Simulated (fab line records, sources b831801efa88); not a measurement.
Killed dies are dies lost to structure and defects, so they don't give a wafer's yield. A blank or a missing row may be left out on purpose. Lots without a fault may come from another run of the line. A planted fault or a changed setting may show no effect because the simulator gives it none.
A struck lot beside a sound one | flow gf180mcu | 14 steps out of a route of 602
Sound: wafers L845.3, L845.5, L845.6. Struck: wafers L838.1, L838.4, L838.5. The cause comes at the end.
At each step with rows: each side's tool, then ch and its chambers, then its first start. Under that, the readings that differ: sound wafers | struck wafers | difference of the means | sigmas: that difference in standard deviations of wafers without a fault.
alike: readings whose means differ by less than 2 such deviations, and words and numbers that are the same on both sides. not compared: withheld readings, readings that some wafer has no value for, bounds like >300 that may hide the same value, and numbers for which the record gives no deviation and whose values overlap.
The two part at a step that has a row with sigmas, a row that says differs or no value, or rows on one side only. Numbers that don't overlap but have no deviation are shown without sigmas and don't part them. A reading that every wafer of one side lacks parts them only if that side has two wafers or more.

first, 3 steps without rows for these wafers: GF_V3_STRIP_18 (strips in O2/N2); GF_V3_STRIP_19 (strips in post etch residue remover, time 1200 s); GF_V3_CLEAN_20 (cleans in DIW).
GF_V3_SPUTTER_21: material Ti, target thk 15 nm, time 80.02 s.
  sound on pvd_sputter-01, day 29 19:53; struck on pvd_sputter-03, day 27 09:44
  alike: cathode_dc_power_W, throttle_valve_pct
GF_V3_SPUTTER_22: material TiN, target thk 10 nm, time 40 s.
  sound on pvd_sputter-01, day 29 19:57; struck on pvd_sputter-03, day 27 09:48
  alike: cathode_dc_power_W, throttle_valve_pct
GF_V3_CVD_23: deposits W, target thk 350 nm, time 104.9 s.
  sound on cvd_w-01 ch 0,1, day 29 20:02; struck on cvd_w-02 ch 0,1, day 27 09:50
  alike: heater_power_w
GF_V3_RS_MEAS_24: measures by four-point-probe.
  sound on film_metro-01, day 29 20:09; struck on film_metro-01, day 27 09:57
  alike: V3_W_RS
GF_V3_THK_MEAS_25: measures by xrf.
  sound on film_metro-01, day 29 20:15; struck on film_metro-01, day 27 10:04
  alike: V3_W_THK
then, 1 step without rows for these wafers: GF_V3_CMP_26 (polishes, stops on SiO2, t overpolish 15.38 s, target thk 0 nm).
GF_M4_SPUTTER_00: material Ti, target thk 37.5 nm, time 150 s.
  sound on pvd_sputter-03, day 29 20:35; struck on pvd_sputter-04, day 27 10:26
  alike: cathode_dc_power_W, throttle_valve_pct
GF_M4_SPUTTER_01: material TiN, target thk 30 nm, time 25 s.
  sound on pvd_sputter-03, day 29 20:41; struck on pvd_sputter-04, day 27 10:32
  alike: cathode_dc_power_W, throttle_valve_pct
then, 1 step without rows for these wafers: GF_M4_SPUTTER_02 (material AlCu, target thk 450 nm, time 23.9 s).
GF_M4_SPUTTER_03: material Ti, target thk 10 nm, time 6.7 s.
  sound on pvd_sputter-03, day 29 20:45; struck on pvd_sputter-04, day 27 10:35
  reading                               | sound                | struck               | difference | sigmas
  cathode_dc_power_W (W)                | 3000.1 2999.4 3000.3 | 2856.7 2854.5 2855.7 | -144.3     | -99 or more
  model.Ti_of_M4_SPUTTER_03.thk_nm (nm) | 9.961 9.933 9.835    | 9.399 9.247 9.353    | -0.577     |
  alike: throttle_valve_pct
then, 1 step without rows for these wafers: GF_M4_SPUTTER_04 (material TiN, target thk 50 nm, time 41.7 s).

WHERE THEY PART
Only at GF_M4_SPUTTER_03, within this record.

WHY: what the simulator had put in
Process parameter drift: pvd_sputter-04, from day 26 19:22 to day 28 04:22, at GF_M4_SPUTTER_03. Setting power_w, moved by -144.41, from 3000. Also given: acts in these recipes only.
